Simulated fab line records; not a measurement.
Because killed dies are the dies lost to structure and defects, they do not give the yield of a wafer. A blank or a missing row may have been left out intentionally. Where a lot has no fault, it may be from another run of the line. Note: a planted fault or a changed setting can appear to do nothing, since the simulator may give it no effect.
Which of the tools did it? / flow gf180mcu / 7 lots, 21 wafers sampled, at 1 step of a route of 602

== WHAT THE GAUGES SHOWED, per wafer ==
GF_VT_IMPLANT_OVL_MEAS_18.
lot=L378; measured=day 6 19:24; on=overlay-02; VT_IMPLANT_01_OVL (nm)=-2.4 -2.2 -2.0
lot=L380; measured=day 7 07:55; on=overlay-01; VT_IMPLANT_01_OVL (nm)=3.0 1.4 1.5
lot=L383; measured=day 8 03:45; on=overlay-02; VT_IMPLANT_01_OVL (nm)=-0.5 0.2 -0.6
lot=L385; measured=day 8 13:24; on=overlay-01; VT_IMPLANT_01_OVL (nm)=-1.4 -0.4 0.2
lot=L392; measured=day 10 10:54; on=overlay-01; VT_IMPLANT_01_OVL (nm)=-0.8 -1.5 -1.6
lot=L394; measured=day 10 22:55; on=overlay-01; VT_IMPLANT_01_OVL (nm)=-3.4 -3.9 -4.0
lot=L399; measured=day 12 06:25; on=overlay-02; VT_IMPLANT_01_OVL (nm)=0.1 -0.6 -0.8

== WHAT TOOL EACH LOT RAN ON (gives the tool, then ch and the chambers of the sampled wafers, and finally the start) ==
There is no process step in the record ahead of these readings.

== THE ANSWER, worked out from the rows above alone ==
Rule: what is usual is taken from the lots themselves. Put in order of their means at a reading, lots are off if they are a third of the lots or fewer, leave a main group of 4 or more, and stand apart from it by a gap of 3 or more times the standard deviation of the main group's means; of several such gaps the widest counts. If all means in a main group match to the digits the tables above print for the reading, that group is not used. Also off: a lot with no number at a reading for which 4 or more lots have one. The other lots that the step has rows for count as sound.
No lot is off on any of the readings shown, so nothing can be concluded from this.

== WHAT HAD BEEN PUT IN BY THE SIMULATOR ==
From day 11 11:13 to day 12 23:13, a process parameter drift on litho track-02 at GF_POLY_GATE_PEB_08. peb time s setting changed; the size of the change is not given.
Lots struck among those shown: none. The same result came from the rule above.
